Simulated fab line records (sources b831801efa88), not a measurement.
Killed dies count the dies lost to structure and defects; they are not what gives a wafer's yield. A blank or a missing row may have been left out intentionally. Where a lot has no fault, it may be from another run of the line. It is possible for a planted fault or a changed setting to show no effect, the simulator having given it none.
Which tool was responsible? :: flow gf180mcu :: 13 lots with 38 wafers sampled at 6 steps, on a route of 602 steps

WHAT THE GAUGES SHOWED, per wafer
GF_HV_LDD_RS_MEAS_53: the measuring method here is four-point-probe.
lot: L498
measured: day 12 14:43
on: film-metro-04
HV_LDD_RS (ohm/sq): 417.9 417.3 418.1

lot: L499
measured: day 12 17:22
on: film-metro-02
HV_LDD_RS (ohm/sq): 417.9 419.2 418.1

lot: L500
measured: day 13 06:10
on: film-metro-03
HV_LDD_RS (ohm/sq): 419.1 419.8 419.9

lot: L502
measured: day 13 21:05
on: film-metro-03
HV_LDD_RS (ohm/sq): 420.1 418.8 420.1

lot: L503
measured: day 13 23:06
on: film-metro-04
HV_LDD_RS (ohm/sq): 419.0 418.3 418.5

lot: L504
measured: day 14 05:40
on: film-metro-02
HV_LDD_RS (ohm/sq): 418.5 419.8 419.7

lot: L505
measured: day 14 18:35
on: film-metro-04
HV_LDD_RS (ohm/sq): 419.6 419.0 418.5

lot: L507
measured: day 15 08:43
on: film-metro-02
HV_LDD_RS (ohm/sq): 417.8 418.1 417.7

lot: L509
measured: day 16 02:40
on: film-metro-03
HV_LDD_RS (ohm/sq): 420.5 419.2 419.9

lot: L511
measured: day 16 20:40
on: film-metro-02
HV_LDD_RS (ohm/sq): 417.3 417.5 418.4

lot: L516
measured: day 18 13:31
on: film-metro-04
HV_LDD_RS (ohm/sq): 419.1 431.8 418.3 430.0

lot: L518
measured: day 19 01:29
on: film-metro-04
HV_LDD_RS (ohm/sq): 418.6 419.0 431.2 419.4 419.6 431.9

lot: L520
measured: day 19 17:19
on: film-metro-04
HV_LDD_RS (ohm/sq): 418.0 417.8 417.9

GF_HV_LDD_THK_MEAS_55.
lot: L498
measured: day 12 16:22
on: film-metro-04
HV_LDD_CVD_54_THK (nm): 10.06 9.99 9.81

lot: L499
measured: day 12 18:37
on: film-metro-02
HV_LDD_CVD_54_THK (nm): 9.93 9.85 9.86

lot: L500
measured: day 13 07:47
on: film-metro-04
HV_LDD_CVD_54_THK (nm): 9.96 10.03 9.90

lot: L502
measured: day 13 22:12
on: film-metro-04
HV_LDD_CVD_54_THK (nm): 9.89 10.01 9.96

lot: L503
measured: day 14 00:14
on: film-metro-04
HV_LDD_CVD_54_THK (nm): 10.02 10.03 10.04

lot: L504
measured: day 14 06:49
on: film-metro-02
HV_LDD_CVD_54_THK (nm): 9.90 10.01 9.86

lot: L505
measured: day 14 19:44
on: film-metro-04
HV_LDD_CVD_54_THK (nm): 10.09 10.09 10.10

lot: L507
measured: day 15 09:50
on: film-metro-02
HV_LDD_CVD_54_THK (nm): 10.12 10.17 10.27

lot: L509
measured: day 16 04:19
on: film-metro-02
HV_LDD_CVD_54_THK (nm): 10.11 10.07 10.06

lot: L511
measured: day 16 21:49
on: film-metro-02
HV_LDD_CVD_54_THK (nm): 9.98 10.01 10.10

lot: L516
measured: day 18 19:40
on: film-metro-04
HV_LDD_CVD_54_THK (nm): 10.09 10.01

lot: L518
measured: day 19 05:08
on: film-metro-02
HV_LDD_CVD_54_THK (nm): 10.11 10.12 10.14

lot: L520
measured: day 19 18:28
on: film-metro-03
HV_LDD_CVD_54_THK (nm): 10.11 10.10 10.09

GF_NSD_OVL_MEAS_08.
lot: L498
measured: day 13 14:52
on: overlay-02
NSD_OVL (nm): 1.5 2.3 2.3

lot: L499
measured: day 13 16:28
on: overlay-02
NSD_OVL (nm): 0.1 -1.1 -1.6

lot: L500
measured: day 14 05:47
on: overlay-02
NSD_OVL (nm): 0.7 -1.3 0.8

lot: L502
measured: day 14 20:37
on: overlay-01
NSD_OVL (nm): 1.7 1.5 0.6

lot: L503
measured: day 14 23:09
on: overlay-01
NSD_OVL (nm): 0.2 -2.6 -0.7

lot: L504
measured: day 15 06:11
on: overlay-01
NSD_OVL (nm): 2.1 2.1 0.9

lot: L505
measured: day 15 18:40
on: overlay-02
NSD_OVL (nm): 1.6 -0.2 0.2

lot: L507
measured: day 16 09:04
on: overlay-01
NSD_OVL (nm): 2.7 1.8 2.1

lot: L509
measured: day 17 04:41
on: overlay-01
NSD_OVL (nm): -0.5 -2.3 0.5

lot: L511
measured: day 17 22:47
on: overlay-02
NSD_OVL (nm): -0.9 -2.1 -2.9

lot: L516
measured: day 19 16:35
on: overlay-02
NSD_OVL (nm): -1.9 -1.7

lot: L518
measured: day 20 04:13
on: overlay-01
NSD_OVL (nm): -3.4 -1.0 -2.2

lot: L520
measured: day 20 20:07
on: overlay-01
NSD_OVL (nm): -1.9 -1.4 -1.6

GF_NSD_TW_MEAS_12.
lot: L498
measured: day 13 15:18
on: film-metro-02
NSD_TW: 4234 4231 4227

lot: L499
measured: day 13 16:53
on: film-metro-03
NSD_TW: 4225 4216 4214

lot: L500
measured: day 14 06:14
on: film-metro-01
NSD_TW: 4216 4235 4223

lot: L502
measured: day 14 21:04
on: film-metro-02
NSD_TW: 4244 4253 4232

lot: L503
measured: day 14 23:35
on: film-metro-03
NSD_TW: 4205 4212 4208

lot: L504
measured: day 15 06:40
on: film-metro-03
NSD_TW: 4211 4210 4183

lot: L505
measured: day 15 19:06
on: film-metro-02
NSD_TW: 4202 4212 4219

lot: L507
measured: day 16 09:30
on: film-metro-03
NSD_TW: 4159 4194 4205

lot: L509
measured: day 17 05:07
on: film-metro-03
NSD_TW: 4211 4205 4218

lot: L511
measured: day 17 23:13
on: film-metro-01
NSD_TW: 4259 4276 4269

lot: L516
measured: day 19 17:01
on: film-metro-03
NSD_TW: 4173 4175

lot: L518
measured: day 20 04:39
on: film-metro-01
NSD_TW: 4300 4271 4274

lot: L520
measured: day 20 20:33
on: film-metro-03
NSD_TW: 4184 4174 4170

TOOL THAT RAN EACH LOT (tool first, then ch and the chambers of the sampled wafers, then the start)
lot: L498
GF_HV_LDD_IMPLANT_09: implanter-03 ch 0, day 10 04:35
GF_HV_LDD_CVD_54: lpcvd-02 ch 0, day 12 14:50

lot: L499
GF_HV_LDD_IMPLANT_09: implanter-02 ch 0, day 10 08:50
GF_HV_LDD_CVD_54: lpcvd-01 ch 1, day 12 17:35

lot: L500
GF_HV_LDD_IMPLANT_09: implanter-03 ch 0, day 10 19:34
GF_HV_LDD_CVD_54: lpcvd-02 ch 0, day 13 06:14

lot: L502
GF_HV_LDD_IMPLANT_09: implanter-01 ch 0, day 11 09:01
GF_HV_LDD_CVD_54: lpcvd-02 ch 1, day 13 21:10

lot: L503
GF_HV_LDD_IMPLANT_09: implanter-01 ch 0, day 11 10:59
GF_HV_LDD_CVD_54: lpcvd-02 ch 1, day 13 23:13

lot: L504
GF_HV_LDD_IMPLANT_09: implanter-03 ch 0, day 11 17:23
GF_HV_LDD_CVD_54: lpcvd-01 ch 0, day 14 05:47

lot: L505
GF_HV_LDD_IMPLANT_09: implanter-02 ch 0, day 12 03:25
GF_HV_LDD_CVD_54: lpcvd-02 ch 0, day 14 18:43

lot: L507
GF_HV_LDD_IMPLANT_09: implanter-03 ch 0, day 12 17:55
GF_HV_LDD_CVD_54: lpcvd-02 ch 0, day 15 08:49

lot: L509
GF_HV_LDD_IMPLANT_09: implanter-01 ch 0, day 13 09:17
GF_HV_LDD_CVD_54: lpcvd-02 ch 1, day 16 02:47

lot: L511
GF_HV_LDD_IMPLANT_09: implanter-03 ch 0, day 14 01:41
GF_HV_LDD_CVD_54: lpcvd-01 ch 1, day 16 20:47

lot: L516
GF_HV_LDD_IMPLANT_09: implanter-03 ch 0, day 15 13:46
GF_HV_LDD_CVD_54: lpcvd-02 ch 1, day 18 18:39

lot: L518
GF_HV_LDD_IMPLANT_09: implanter-03 ch 0, day 16 01:14
GF_HV_LDD_CVD_54: lpcvd-02 ch 1, day 19 04:07

lot: L520
GF_HV_LDD_IMPLANT_09: implanter-02 ch 0, day 16 15:08
GF_HV_LDD_CVD_54: lpcvd-02 ch 1, day 19 17:26
- GF_HV_LDD_IMPLANT_09
- GF_HV_LDD_CVD_54: deposits SiO2 from TEOS, target thk 10 nm, time 75 s.

AS READ BY THE TOOLS THEMSELVES (means over the sampled wafers that have a number; for cases with no such wafer, the mark the record gives instead)
GF_HV_LDD_CVD_54.
lot: L498
tool: lpcvd-02
zone-power-bottom-pct (%): 15.78
zone-power-upper-pct (%): 12.4

lot: L499
tool: lpcvd-01
zone-power-bottom-pct (%): 15.77
zone-power-upper-pct (%): 10.3

lot: L500
tool: lpcvd-02
zone-power-bottom-pct (%): 15.75
zone-power-upper-pct (%): 12.4

lot: L502
tool: lpcvd-02
zone-power-bottom-pct (%): 15.63
zone-power-upper-pct (%): 10.2

lot: L503
tool: lpcvd-02
zone-power-bottom-pct (%): 15.79
zone-power-upper-pct (%): 10.2

lot: L504
tool: lpcvd-01
zone-power-bottom-pct (%): 15.34
zone-power-upper-pct (%): 10.8

lot: L505
tool: lpcvd-02
zone-power-bottom-pct (%): 15.93
zone-power-upper-pct (%): 12.3

lot: L507
tool: lpcvd-02
zone-power-bottom-pct (%): 15.79
zone-power-upper-pct (%): 12.3

lot: L509
tool: lpcvd-02
zone-power-bottom-pct (%): 15.89
zone-power-upper-pct (%): 10.2

lot: L511
tool: lpcvd-01
zone-power-bottom-pct (%): 15.64
zone-power-upper-pct (%): 10.3

lot: L516
tool: lpcvd-02
zone-power-bottom-pct (%): 15.91
zone-power-upper-pct (%): 10.3

lot: L518
tool: lpcvd-02
zone-power-bottom-pct (%): 15.82
zone-power-upper-pct (%): 10.2

lot: L520
tool: lpcvd-02
zone-power-bottom-pct (%): 15.61
zone-power-upper-pct (%): 10.3

THE ANSWER, worked out from the rows above alone
Rule: usual is defined by the lots themselves. The widest of any qualifying gaps counts: lots, ordered by their means at a reading, are off when they make up no more than a third of the lots, leave a main group of 4 or more, and stand apart from it by 3 or more times the standard deviation of that group's means. The tables above print the reading to a certain number of digits; a main group whose means all agree to those digits is not used. Also off: a lot with no number at a reading for which 4 or more lots have one. Where the step has rows for the other lots, those lots are counted as sound. After the gauges, taken in route order, come the tools' own readings; for these a lot's mean is taken, as printed above. At the first step where some lot is off, the reading lying furthest off is the one used; lots without a number count as furthest.
Off: at GF_HV_LDD_RS_MEAS_53 (HV_LDD_RS), L516, L518. For the main group the mean is 418.7 ohm/sq and the standard deviation 0.79.
If a tool, at a process step before that reading, ran all the lots that are off and no sound lot after the first of them, it fits. The gauges at GF_HV_LDD_RS_MEAS_53 are tried like those tools. One fits: implanter-03 at GF_HV_LDD_IMPLANT_09. A fault onset in the window from L511 (day 14 01:41, its last sound lot) to L516 (day 15 13:46, its first lot off) fits.

WHAT THE SIMULATOR PUT IN
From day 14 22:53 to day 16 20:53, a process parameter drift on implanter-03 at GF_HV_LDD_IMPLANT_09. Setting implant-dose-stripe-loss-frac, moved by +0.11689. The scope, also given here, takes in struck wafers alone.
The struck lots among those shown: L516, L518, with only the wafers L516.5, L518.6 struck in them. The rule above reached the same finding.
